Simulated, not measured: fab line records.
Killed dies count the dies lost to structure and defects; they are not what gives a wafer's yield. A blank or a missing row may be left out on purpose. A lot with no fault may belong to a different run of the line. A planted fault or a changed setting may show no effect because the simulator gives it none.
fab line records	flow sky130
record: lots: 5	wafers: 15	last-day: 50
route steps=708 shown METAL2@483 PAD_OPEN@708
lots untouched by any fault: they come from a run of this same line in which no faults occurred
start-h: hours from the record's first day to the start of the lot's first wafer shown	wait-h: how many hours have passed since the lot's step before this one	" repeats the value in the row above	L1.1+2: several wafers, shown together as one row	- no value, or no start was given	* or withheld: withheld	< > ~ a bound
route shown NAME@n: names a module that has steps shown in the file, with the first one's number in the route	usual: mean/standard deviation of fault-free wafers	same: alike in all rows	chamber/n: place in a boat	sites: each site's reading	_std_site: standard deviation across them	_edge_site: mean of outer sites minus mean of inner sites	radius-mm: how far each site lies from the wafer's centre	mask NAME#n: copy n	behind: the tool/chamber that last shaped the wafer	hold: what put the lot on hold/how long, in hours/how the hold closed	device: names the non-switching transistor (n, p or np)	end of line: the tests these same wafers got at the end of their route	a step with no rows: only its recipe	killed: dies lost to structure and defects at the first sort, not the wafer's yield	map: dies across one wafer; x = killed, . = not, _ = none there
set.NAME: the setting that was run; set.NAME@STEP: the one run at that earlier step	model.NAME: the simulator's own value behind a step, which no gauge read
lots seen at some steps along the route; tables by step, rows by wafer
services: when a tool's chamber went out of use (start-h, in hours from the record's first day, below 0 if earlier), for how many hours, and the reason
== steps ==
step: SKY_METAL2_SPUTTER_00
recipe: material: Ti	target-thk-nm: 15	power-w: 3000	time-s: 10	chamber-pressure-pa: 0.4
usual: throttle-valve-pct: 29.5/0.87
lot.wafer	tool	chamber	start-h	wait-h	throttle-valve-pct
L223.2	pvd-sputter-03	-	825.10	0.1	29.6
L223.5	"	-	"	"	31.0
L223.6	"	-	"	"	29.4
L224.3	pvd-sputter-01	-	839.54	0.1	30.4
L224.5	"	-	"	"	30.2
L224.6	"	-	"	"	29.6
L228.2	pvd-sputter-01	-	868.08	0.2	29.4
L228.3	"	-	"	"	28.8
L228.6	"	-	"	"	29.2
L239.3	pvd-sputter-03	-	940.88	0.1	30.3
L239.5	"	-	"	"	28.9
L239.6	"	-	"	"	30.0
L242.1	pvd-sputter-03	-	961.86	0.1	30.0
L242.4	"	-	"	"	30.8
L242.5	"	-	"	"	30.2
step: SKY_METAL2_SPUTTER_01
recipe: material: TiN	target-thk-nm: 20	power-w: 6500	time-s: 16.7	chamber-pressure-pa: 0.4
step: SKY_METAL2_SPUTTER_02
recipe: material: AlCu	target-thk-nm: 250	power-w: 10600	time-s: 13.3	chamber-pressure-pa: 0.4
step: SKY_METAL2_SPUTTER_03
recipe: material: Ti	target-thk-nm: 5	power-w: 3000	time-s: 3.3	chamber-pressure-pa: 0.4
usual: throttle-valve-pct: 29.5/0.86
lot.wafer	tool	chamber	start-h	wait-h	throttle-valve-pct
L223.2	pvd-sputter-03	-	825.18	0.0	29.6
L223.5	"	-	"	"	30.7
L223.6	"	-	"	"	29.4
L224.3	pvd-sputter-01	-	839.61	0.0	29.9
L224.5	"	-	"	"	30.3
L224.6	"	-	"	"	29.3
L228.2	pvd-sputter-01	-	868.15	0.0	29.6
L228.3	"	-	"	"	29.1
L228.6	"	-	"	"	29.4
L239.3	pvd-sputter-03	-	940.95	0.0	29.8
L239.5	"	-	"	"	28.8
L239.6	"	-	"	"	29.9
L242.1	pvd-sputter-03	-	961.93	0.0	30.0
L242.4	"	-	"	"	30.7
L242.5	"	-	"	"	30.1
step: SKY_METAL2_SPUTTER_04
recipe: material: TiN	target-thk-nm: 70	power-w: 6500	time-s: 58.3	chamber-pressure-pa: 0.4
usual: throttle-valve-pct: 29.5/0.87
lot.wafer	tool	chamber	start-h	wait-h	throttle-valve-pct
L223.2	pvd-sputter-03	-	825.20	0.0	29.8
L223.5	"	-	"	"	30.9
L223.6	"	-	"	"	29.6
L224.3	pvd-sputter-01	-	839.63	0.0	30.0
L224.5	"	-	"	"	30.1
L224.6	"	-	"	"	29.4
L228.2	pvd-sputter-01	-	868.17	0.0	29.3
L228.3	"	-	"	"	28.9
L228.6	"	-	"	"	29.6
L239.3	pvd-sputter-03	-	940.97	0.0	30.1
L239.5	"	-	"	"	28.6
L239.6	"	-	"	"	30.2
L242.1	pvd-sputter-03	-	961.95	0.0	29.6
L242.4	"	-	"	"	31.2
L242.5	"	-	"	"	30.0
step: SKY_METAL2_RS_MEAS_05
recipe: thk-meas-gauge: four-point-probe	reads: TiN_of_METAL2_SPUTTER_04+Ti_of_METAL2_SPUTTER_03+AlCu_of_METAL2_SPUTTER_02+TiN_of_METAL2_SPUTTER_01+Ti_of_METAL2_SPUTTER_00
usual: METAL2_ALCU_RS: 0.1271/0.0014
lot.wafer	tool	chamber	start-h	wait-h	METAL2_ALCU_RS[ohm/sq]
L223.2	film-metro-04	-	825.26	0.0	0.1273
L223.5	"	-	"	"	0.1271
L223.6	"	-	"	"	0.1285
L224.3	film-metro-01	-	839.72	0.1	0.1290
L224.5	"	-	"	"	0.1290
L224.6	"	-	"	"	0.1302
L228.2	film-metro-04	-	868.24	0.0	0.1271
L228.3	"	-	"	"	0.1262
L228.6	"	-	"	"	0.1272
L239.3	film-metro-01	-	941.06	0.1	0.1245
L239.5	"	-	"	"	0.1250
L239.6	"	-	"	"	0.1242
L242.1	film-metro-01	-	962.00	0.0	0.1271
L242.4	"	-	"	"	0.1256
L242.5	"	-	"	"	0.1257
step: SKY_METAL2_THK_MEAS_06
recipe: thk-meas-gauge: xrf	reads: AlCu_of_METAL2_SPUTTER_02
usual: METAL2_ALCU_THK: 249.5/2.9
lot.wafer	tool	chamber	start-h	wait-h	METAL2_ALCU_THK[nm]
L223.2	film-metro-04	-	825.37	0.1	247.9
L223.5	"	-	"	"	249.0
L223.6	"	-	"	"	247.0
L224.3	film-metro-01	-	839.82	0.1	245.5
L224.5	"	-	"	"	246.8
L224.6	"	-	"	"	246.3
L228.2	film-metro-04	-	868.35	0.1	250.6
L228.3	"	-	"	"	251.0
L228.6	"	-	"	"	249.9
L239.3	film-metro-01	-	941.16	0.1	257.1
L239.5	"	-	"	"	254.0
L239.6	"	-	"	"	256.4
L242.1	film-metro-01	-	962.12	0.1	248.0
L242.4	"	-	"	"	253.0
L242.5	"	-	"	"	254.8
step: SKY_METAL2_DEHYDRATE_07
recipe: temp-c: 200	time-s: 60
step: SKY_METAL2_HMDS_08
recipe: prime-time-s: 60	prime-temp-c: 120
step: SKY_METAL2_COAT_09
recipe: resist: BARC	temp-c: withheld	time-s: withheld	spin-rpm: 3000	resist-thk-nm: 60
step: SKY_METAL2_COAT_10
recipe: resist: KrF-thick	spin-rpm: 3000	resist-thk-nm: 450
step: SKY_METAL2_SOFTBAKE_11
recipe: temp-c: 100	time-s: 90	resist: KrF-thick
step: SKY_METAL2_EXPOSE_12
recipe: mask-id: MM2	na: 0.8	source-shape: annular	sigma-inner: 0.55	sigma-outer: 0.85	target-cd-nm: 140	dose-mj: 28
lot.wafer	tool	chamber	start-h	wait-h	mask
L223.2+5+6	krf-scanner-02	0	838.84	-	MM2#0
L224.3+5+6	krf-scanner-01	0	852.64	-	MM2#0
L228.2+3+6	krf-scanner-01	0	881.17	-	MM2#0
L239.3+5+6	krf-scanner-02	0	953.96	-	MM2#0
L242.1+4+5	krf-scanner-02	0	974.15	-	MM2#0
step: SKY_METAL2_PEB_13
recipe: peb-temp-c: withheld	peb-time-s: withheld	resist: KrF-thick
step: SKY_METAL2_DEVELOP_14
recipe: develop-time-s: 60	resist: KrF-thick	dev-temp-c: 21
step: SKY_METAL2_CD_MEAS_15
recipe: target-cd-nm: 140
usual: cd-nm: 140.6/1.5
lot.wafer	tool	chamber	start-h	wait-h	cd-nm
L223.2	cd-sem-02	-	851.33	-	135.9
L223.5	"	-	"	"	137.7
L223.6	"	-	"	"	136.3
L224.3	cd-sem-01	-	865.95	-	139.3
L224.5	"	-	"	"	138.9
L224.6	"	-	"	"	140.1
L228.2	cd-sem-01	-	893.34	-	122.6
L228.3	"	-	"	"	141.9
L228.6	"	-	"	"	142.6
L239.3	cd-sem-01	-	965.54	-	139.3
L239.5	"	-	"	"	140.0
L239.6	"	-	"	"	139.1
L242.1	cd-sem-02	-	985.30	-	142.0
L242.4	"	-	"	"	139.6
L242.5	"	-	"	"	140.8
step: SKY_METAL2_OVL_MEAS_16
usual: METAL2_OVL: 0/4.8
lot.wafer	tool	chamber	start-h	wait-h	METAL2_OVL[nm]
L223.2	overlay-01	-	851.44	0.1	-7
L223.5	"	-	"	"	-2
L223.6	"	-	"	"	-12
L224.3	overlay-01	-	866.04	0.1	-2
L224.5	"	-	"	"	3
L224.6	"	-	"	"	-2
L228.2	overlay-02	-	893.44	0.1	1
L228.3	"	-	"	"	1
L228.6	"	-	"	"	5
L239.3	overlay-01	-	965.64	0.1	3
L239.5	"	-	"	"	0
L239.6	"	-	"	"	5
L242.1	overlay-02	-	985.42	0.1	4
L242.4	"	-	"	"	12
L242.5	"	-	"	"	9
step: SKY_METAL2_DESCUM_17
recipe: chemistry: O2	source-power-w: 150	bias-power-w: 0	pressure-mtorr: 10	temp-c: 40	time-s: 8
usual: drypump-motor-current-A: 5.68/0.26	oes-product-au: 0.997/0.0077
lot.wafer	tool	chamber	start-h	wait-h	drypump-motor-current-A	oes-product-au	rf-hours-counter-h	model.METAL2.cd-nm
L223.2	rie-metal-02	1	851.47	0.0	5.98	1.007	6	136.1
L223.5	"	1	"	"	5.98	1.005	-	138
L223.6	"	0	"	"	5.73	0.988	-	136.4
L224.3	rie-metal-04	0	866.08	0.0	5.88	0.996	-	138.7
L224.5	"	0	"	"	5.88	0.987	-	137.6
L224.6	"	1	"	"	5.67	0.992	-	139.8
L228.2	rie-metal-04	0	893.47	0.0	5.87	1.005	10	122.4
L228.3	"	1	"	"	5.69	1.013	-	142.7
L228.6	"	1	"	"	5.68	1.001	-	143.1
L239.3	rie-metal-01	0	965.67	0.0	5.73	1.001	-	139.2
L239.5	"	1	"	"	5.14	0.994	-	139.7
L239.6	"	0	"	"	5.72	0.998	-	139.4
L242.1	rie-metal-01	0	985.46	0.0	5.72	0.998	13	142.1
L242.4	"	0	"	"	5.72	1.005	-	140.2
L242.5	"	0	"	"	5.71	0.986	-	140.8
step: SKY_METAL2_ETCH_18
recipe: chemistry: N2/H2	target: BARC	ion-energy-ev: 200	bias-w: 100	pressure-mtorr: 30	n2-flow-sccm: 100	h2-flow-sccm: 200	icp-w: 500	stop-on: SiO2	time-s: 45.9	target-depth-a: 600
usual: drypump-motor-current-A: 5.69/0.26	oes-product-au: 0.855/0.005	throttle-valve-pct: 13.225/0.0089
lot.wafer	tool	chamber	start-h	wait-h	drypump-motor-current-A	oes-product-au	rf-hours-counter-h	throttle-valve-pct
L223.2	rie-metal-02	1	851.50	0.0	5.99	0.861	6	13.232
L223.5	"	1	"	"	5.97	0.868	-	13.226
L223.6	"	0	"	"	5.75	0.850	-	13.222
L224.3	rie-metal-04	0	866.12	0.0	5.87	0.855	-	13.223
L224.5	"	0	"	"	5.88	0.859	-	13.233
L224.6	"	1	"	"	5.71	0.851	-	13.222
L228.2	rie-metal-04	0	893.51	0.0	5.88	0.863	10	13.225
L228.3	"	1	"	"	5.67	0.858	-	13.228
L228.6	"	1	"	"	5.68	0.852	-	13.213
L239.3	rie-metal-01	0	965.71	0.0	5.73	0.854	-	13.225
L239.5	"	1	"	"	5.17	0.846	-	13.226
L239.6	"	0	"	"	5.73	0.853	-	13.218
L242.1	rie-metal-01	0	985.52	0.1	5.74	0.857	13	13.223
L242.4	"	0	"	"	5.76	0.857	-	13.236
L242.5	"	0	"	"	5.75	0.848	-	13.233
step: SKY_METAL2_METAL_ETCH_19
recipe: target-depth-a: 3600	stop-on: SiO2	over-etch-frac: 0.3	time-s: 78	chemistry: Cl2/BCl3	resist-sidewall-deg: 88	pressure-mtorr: 10	icp-w: 900	bias-w: 48.5	Cl2_flow_sccm: 60	bcl3-flow-sccm: 30
usual: drypump-motor-current-A: 5.68/0.26	oes-product-au: 0.853/0.0058	throttle-valve-pct: 22.265/0.0089
lot.wafer	tool	chamber	start-h	wait-h	drypump-motor-current-A	oes-product-au	rf-hours-counter-h	throttle-valve-pct	model.METAL2.cd-nm
L223.2	rie-metal-02	1	851.56	0.0	5.98	0.852	6	22.263	136.2
L223.5	"	1	"	"	5.98	0.855	-	22.290	138.1
L223.6	"	0	"	"	5.73	0.848	-	22.264	136.4
L224.3	rie-metal-04	0	866.19	0.1	5.88	0.847	-	22.270	138.4
L224.5	"	0	"	"	5.88	0.859	-	22.263	137.7
L224.6	"	1	"	"	5.67	0.842	-	22.271	139.1
L228.2	rie-metal-04	0	893.57	0.0	5.89	0.851	10	22.263	123.2
L228.3	"	1	"	"	5.67	0.850	-	22.262	142.3
L228.6	"	1	"	"	5.67	0.854	-	22.273	142.1
L239.3	rie-metal-01	0	965.79	0.1	5.75	0.860	-	22.270	141.1
L239.5	"	1	"	"	5.15	0.851	-	22.259	142.7
L239.6	"	0	"	"	5.74	0.858	-	22.272	142
L242.1	rie-metal-01	0	985.65	0.1	5.73	0.850	13	22.243	142.5
L242.4	"	0	"	"	5.73	0.860	-	22.267	139.5
L242.5	"	0	"	"	5.74	0.849	-	22.270	140.5
step: SKY_METAL2_STRIP_20
recipe: chemistry: O2/N2	power-w: 1400	pressure-mtorr: 1500	platen-temp-c: withheld	o2-flow-sccm: 3000	n2-flow-sccm: 300	overash-fraction: 0.5
usual: drypump-motor-current-A: 5.80/0.19	oes-product-au: 0.344/0.0047	strip-time-to-endpoint-s: 2.71/0.032
lot.wafer	tool	chamber	start-h	wait-h	drypump-motor-current-A	oes-product-au	rf-hours-counter-h	strip-time-to-endpoint-s
L223.2	plasma-asher-04	0	851.65	0.1	5.77	0.347	10	2.66
L223.5	"	0	"	"	5.81	0.349	-	2.70
L223.6	"	1	"	"	5.90	0.349	-	2.76
L224.3	plasma-asher-01	0	866.29	0.1	5.25	0.344	-	2.72
L224.5	"	1	"	"	5.73	0.339	-	2.67
L224.6	"	0	"	"	5.28	0.343	-	2.70
L228.2	plasma-asher-01	0	893.66	0.1	5.28	0.342	111	2.74
L228.3	"	0	"	"	5.24	0.345	-	2.75
L228.6	"	0	"	"	5.27	0.361	-	2.74
L239.3	plasma-asher-04	1	965.88	0.1	5.88	0.340	-	2.70
L239.5	"	0	"	"	5.86	0.336	-	2.75
L239.6	"	1	"	"	5.93	0.343	-	2.71
L242.1	plasma-asher-01	1	985.83	0.1	5.73	0.346	121	2.70
L242.4	"	0	"	"	5.29	0.339	-	2.70
L242.5	"	1	"	"	5.72	0.348	-	2.72
step: SKY_PAD_OPEN_PROBE_99
usual: defect-limited-yield: 81.9/1.9	killed_at_M0_to_M3: 45/7.3	killed_at_M4_up: 3.2/1.8	killed-at-contacts: 25/5.5	killed-at-front-end: 15/4.2	killed-at-other: 0.3/0.69	killed-dies: 89/9.4	killed-open: 49/6.6	killed-short: 40/6.4	sort_bin_3_pad_short: 0.9/0.43	sort_bin_5_function: 10.7/1.5	sort_bin_6_memory: 6.5/1.2	sort-n-pass: 403/9.4	sort-yield-pct: 81.9/1.9
same: gross-dies: 492	killed-at-back-side: 0	sort_bin_4_leakage[%]: 0	sort_bin_8_speed[%]: 0
lot.wafer	tool	chamber	start-h	wait-h	defect-limited-yield[%]	killed_at_M0_to_M3	killed_at_M4_up	killed-at-contacts	killed-at-front-end	killed-at-other	killed-dies	killed-open	killed-short	sort_bin_3_pad_short[%]	sort_bin_5_function[%]	sort_bin_6_memory[%]	sort-n-pass	sort-yield-pct[%]	model.etest.met2.width-nm	model.etest.tester.sort_bin_5_pct	model.etest.met2.line-ohm-um
L223.2	prober-02	-	1100.71	0.1	83.5	35	2	25	18	1	81	44	37	1.0	9.6	5.9	411	83.5	134.3	9.553	0.9551
L223.5	prober-02	-	1100.86	0.2	80.1	54	3	26	15	0	98	53	43	0.8	11.4	7.7	394	80.1	138.1	11.38	0.9199
L223.6	prober-02	-	1100.91	0.2	82.7	45	3	19	17	1	85	51	33	0.8	8.1	8.3	407	82.7	138.9	8.13	0.9342
L224.3	prober-02	-	1109.02	0.2	81.3	51	4	21	16	0	92	57	35	0.8	13.0	4.9	400	81.3	136.4	13.01	0.9529
L224.5	prober-02	-	1109.12	0.2	81.7	40	2	28	20	0	90	51	38	0.2	10.0	8.1	402	81.7	139.3	9.959	0.9333
L224.6	prober-02	-	1109.17	0.2	84.8	37	1	22	15	0	75	39	36	0.2	7.7	7.3	417	84.8	142.3	7.724	0.9193
L228.2	prober-01	-	1130.61	0.1	81.9	51	3	24	11	0	89	42	33	0.6	13.2	4.3	403	81.9	119.8	13.21	1.083
L228.3	prober-01	-	1130.66	0.2	82.1	52	6	20	10	0	88	43	45	1.2	10.4	6.3	404	82.1	143.8	10.37	0.8848
L228.6	prober-01	-	1130.81	0.2	81.5	51	5	18	16	1	91	54	37	1.2	10.6	6.7	401	81.5	141	10.57	0.9285
L239.3	prober-02	-	1184.79	0.2	75.8	61	1	37	20	0	119	66	53	1.0	16.9	6.3	373	75.8	140.5	16.87	0.891
L239.5	prober-02	-	1184.89	0.2	82.3	44	0	33	10	0	87	50	37	1.4	10.8	5.5	405	82.3	140.8	10.77	0.8906
L239.6	prober-02	-	1184.94	0.2	80.5	43	1	40	12	0	96	56	40	0.4	12.2	6.9	396	80.5	141.3	12.2	0.8891
L242.1	prober-01	-	1198.51	0.1	81.1	42	1	25	25	0	93	57	36	1.0	12.0	5.9	399	81.1	147.8	11.99	0.8707
L242.4	prober-01	-	1198.66	0.2	80.3	47	5	18	27	0	97	60	37	0.8	9.6	9.3	395	80.3	134.2	9.553	0.9498
L242.5	prober-01	-	1198.71	0.2	83.3	43	7	18	14	0	82	40	42	0.8	11.0	4.9	410	83.3	141.1	10.98	0.8932
killed by level:class
L223.2 CONTACT:geometric-particle:open=11 VIA1:geometric-particle:open=7 METAL2:geometric-particle:short=7 POLY_GATE:geometric-particle:short=6 CONTACT:geometric-particle:short=6 VIA1:geometric-particle:short=6 VIA2:geometric-particle:open=5 FIELD_ISO:geometric-particle:open=4
L223.5 VIA1:geometric-particle:open=17 CONTACT:geometric-particle:open=9 CONTACT:geometric-particle:short=7 METAL1:geometric-particle:short=6 VIA2:geometric-particle:short=6 VIA2:geometric-particle:open=6 LI_CONTACT:geometric-particle:open=4 METAL2:geometric-particle:open=4
L223.6 VIA2:geometric-particle:open=9 VIA1:geometric-particle:open=8 CONTACT:geometric-particle:open=8 METAL1:geometric-particle:short=6 VIA3:geometric-particle:open=5 FIELD_ISO:geometric-particle:short=4 POLY_CUT:geometric-particle:open=4 LI_CONTACT:geometric-particle:open=4
L224.3 VIA1:geometric-particle:open=14 VIA3:geometric-particle:open=14 CONTACT:geometric-particle:open=10 VIA1:geometric-particle:short=6 FIELD_ISO:geometric-particle:open=5 POLY_GATE:geometric-particle:open=4 LOCAL_INTERCONNECT:geometric-particle:short=4 CONTACT:geometric-particle:short=4
L224.5 CONTACT:geometric-particle:open=13 VIA3:geometric-particle:open=13 POLY_GATE:geometric-particle:short=7 LI_CONTACT:geometric-particle:open=7 VIA1:geometric-particle:open=6 METAL2:geometric-particle:short=6 FIELD_ISO:geometric-particle:open=4 FIELD_ISO:geometric-particle:short=3
L224.6 CONTACT:geometric-particle:open=10 METAL2:geometric-particle:short=10 VIA1:geometric-particle:open=7 CONTACT:geometric-particle:short=5 VIA1:geometric-particle:short=5 POLY_CUT:geometric-particle:open=4 VIA3:geometric-particle:open=4 FIELD_ISO:geometric-particle:short=3
L228.2 METAL2:area-expose=14 CONTACT:geometric-particle:open=12 METAL2:geometric-particle:short=8 VIA1:geometric-particle:open=8 VIA2:geometric-particle:open=7 LOCAL_INTERCONNECT:geometric-particle:short=6 VIA3:geometric-particle:open=6 POLY_GATE:geometric-particle:open=4
L228.3 CONTACT:geometric-particle:open=10 VIA1:geometric-particle:open=8 VIA3:geometric-particle:short=8 VIA1:geometric-particle:short=6 VIA2:geometric-particle:short=5 METAL2:geometric-particle:short=5 VIA2:geometric-particle:open=5 VIA3:geometric-particle:open=5
L228.6 CONTACT:geometric-particle:open=9 VIA1:geometric-particle:open=9 VIA3:geometric-particle:open=9 POLY_GATE:geometric-particle:open=6 METAL1:geometric-particle:short=6 VIA2:geometric-particle:open=5 POLY_GATE:geometric-particle:short=4 VIA3:geometric-particle:short=4
L239.3 CONTACT:geometric-particle:open=15 VIA1:geometric-particle:open=10 VIA2:geometric-particle:open=9 LI_CONTACT:geometric-particle:open=9 VIA3:geometric-particle:open=9 VIA3:geometric-particle:short=8 METAL2:geometric-particle:short=7 POLY_GATE:geometric-particle:open=6
L239.5 CONTACT:geometric-particle:open=16 VIA1:geometric-particle:open=9 VIA2:geometric-particle:open=9 METAL2:geometric-particle:short=6 VIA3:geometric-particle:open=5 CONTACT:geometric-particle:short=5 LI_CONTACT:geometric-particle:short=4 LI_CONTACT:geometric-particle:open=4
L239.6 CONTACT:geometric-particle:open=17 LI_CONTACT:geometric-particle:open=9 VIA2:geometric-particle:open=9 METAL2:geometric-particle:short=8 LI_CONTACT:geometric-particle:short=7 VIA1:geometric-particle:short=7 POLY_GATE:geometric-particle:open=4 VIA1:geometric-particle:open=4
L242.1 VIA1:geometric-particle:open=12 LI_CONTACT:geometric-particle:open=9 VIA2:geometric-particle:open=7 POLY_GATE:geometric-particle:open=6 METAL2:geometric-particle:short=6 POLY_GATE:geometric-particle:short=5 CONTACT:geometric-particle:open=5 VIA3:geometric-particle:open=5
L242.4 VIA1:geometric-particle:open=15 CONTACT:geometric-particle:open=10 VIA3:geometric-particle:open=7 FIELD_ISO:geometric-particle:short=6 POLY_GATE:geometric-particle:open=6 METAL2:geometric-particle:short=6 FIELD_ISO:geometric-particle:open=5 POLY_GATE:geometric-particle:short=5
L242.5 METAL1:geometric-particle:short=8 CONTACT:geometric-particle:open=7 VIA1:geometric-particle:open=7 VIA1:geometric-particle:short=5 VIA2:geometric-particle:open=5 METAL4:geometric-particle:short=5 FIELD_ISO:geometric-particle:short=4 POLY_GATE:geometric-particle:short=4
== services ==
tool	chamber	start-h	hours	kind
krf-scanner-01	-	807.81	11.6	pm
krf-scanner-02	-	813.47	0.6	repair
plasma-asher-04	-	816.29	3.6	repair
rie-metal-02	-	817.24	1.4	pm
krf-scanner-01	-	821.09	1.1	repair
rie-metal-01	-	842.14	0.2	repair
krf-scanner-02	-	842.23	0.5	repair
krf-scanner-02	-	842.82	1.0	pm
pvd-sputter-01	-	855.56	1.3	repair
krf-scanner-02	-	860.53	6.2	repair
krf-scanner-02	-	860.78	0.9	repair
krf-scanner-01	-	865.04	1.9	repair
krf-scanner-02	-	885.48	0.8	pm
krf-scanner-02	-	889.00	1.3	pm
pvd-sputter-03	-	898.70	2.3	repair
plasma-asher-04	-	900.28	9.3	repair
krf-scanner-01	-	913.19	1.6	repair
krf-scanner-01	-	914.76	0.8	pm
rie-metal-02	-	918.99	2.8	pm
rie-metal-04	0	926.35	19.5	repair
krf-scanner-02	-	930.62	4.4	pm
krf-scanner-02	-	934.99	0.8	pm
krf-scanner-02	-	937.13	2.2	repair
pvd-sputter-01	-	968.76	1.4	repair
== key ==
first-sign: step: SKY_METAL2_CD_MEAS_15	reading: cd-nm	direction: down	sigmas: 12	usual: 140.6	struck: 122.6
effect none on later readings
model-effect: step: SKY_METAL2_DESCUM_17	value: METAL2.cd-nm	without: 142.6	struck: 122.4
model-effect: step: SKY_METAL2_METAL_ETCH_19	value: METAL2.cd-nm	without: 143.3	struck: 123.2
model-effect: step: SKY_PAD_OPEN_PROBE_99	value: etest.met2.width-nm	without: 139.9	struck: 119.8
met-at SKY_METAL2_EXPOSE_12
struck-wafers L228.2
onset-between 852.64 881.17
fault: kind: process-parameter-drift	tool: krf-scanner-01	chamber: -	onset-h: 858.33	steps: SKY_METAL2_EXPOSE_12	channel: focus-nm	offset: 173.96	shape: step	end-h: 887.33	scope: struck-wafers-only
